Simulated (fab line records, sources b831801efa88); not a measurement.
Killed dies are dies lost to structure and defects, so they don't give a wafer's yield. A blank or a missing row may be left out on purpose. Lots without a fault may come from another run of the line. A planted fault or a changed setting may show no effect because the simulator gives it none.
A struck lot beside a sound one | flow sky130 | 14 steps out of a route of 708
Sound: wafers L887.1, L887.2, L887.6. Struck: wafers L890.1, L890.2, L890.3. The cause comes at the end.
At each step with rows: each side's tool, then ch and its chambers, then its first start. Under that, the readings that differ: sound wafers | struck wafers | difference of the means | sigmas: that difference in standard deviations of wafers without a fault.
alike: readings whose means differ by less than 2 such deviations, and words and numbers that are the same on both sides. not compared: withheld readings, readings that some wafer has no value for, bounds like >300 that may hide the same value, and numbers for which the record gives no deviation and whose values overlap.
The two part at a step that has a row with sigmas, a row that says differs or no value, or rows on one side only. Numbers that don't overlap but have no deviation are shown without sigmas and don't part them. A reading that every wafer of one side lacks parts them only if that side has two wafers or more.

SKY_NWELL_OVL_MEAS_10:
  sound on overlay-02, day 5 02:52; struck on overlay-01, day 5 22:14
  alike: NWELL_00_OVL
then, 3 steps without rows for these wafers: SKY_NWELL_IMPLANT_11; SKY_NWELL_IMPLANT_12; SKY_NWELL_IMPLANT_13.
SKY_NWELL_STRIP_14: strips in O2/N2.
  sound on plasma_asher-02 ch 0,1, day 5 03:21; struck on plasma_asher-04 ch 0,1, day 5 22:43
  alike: chamber_pressure_mTorr, drypump_motor_current_A, oes_product_au, strip_time_to_endpoint_s
  not compared: rf_hours_counter_h
SKY_NWELL_TW_MEAS_15:
  sound on film_metro-04, day 5 03:27; struck on film_metro-03, day 5 22:49
  reading  | sound          | struck         | difference | sigmas
  NWELL_TW | 1858 1858 1854 | 1796 1802 1801 | -57        | -2
then, 6 steps without rows for these wafers: SKY_NWELL_DEHYDRATE_16 (time 60 s); SKY_NWELL_HMDS_17 (prime time 60 s); SKY_NWELL_COAT_18 (resist thk 3000 nm); SKY_NWELL_SOFTBAKE_19; SKY_NWELL_EXPOSE_20 (exposes mask NWM COMPLEMENT, target cd 840 nm); SKY_NWELL_PEB_21.
SKY_NWELL_DEVELOP_22: develop time 60 s.
  sound on litho_track-02 ch 0, day 5 21:00; struck on litho_track-04, day 6 17:00
  no value came back on the struck wafers for chill_plate_temp_C (C), develop_time_s (s), exhaust_pa (Pa); on the sound wafers chill_plate_temp_C (C) reads 22.98 22.85 23.02
SKY_NWELL_OVL_MEAS_23:
  sound on overlay-01, day 5 21:33; struck on overlay-02, day 6 17:41
  reading           | sound         | struck | difference                    | sigmas
  NWELL_01_OVL (nm) | 0.3 -1.7 -0.6 | - - -  | no value on the struck wafers |

WHERE THEY PART
First at SKY_NWELL_TW_MEAS_15; last, within this record, at SKY_NWELL_OVL_MEAS_23.

WHY: what the simulator had put in
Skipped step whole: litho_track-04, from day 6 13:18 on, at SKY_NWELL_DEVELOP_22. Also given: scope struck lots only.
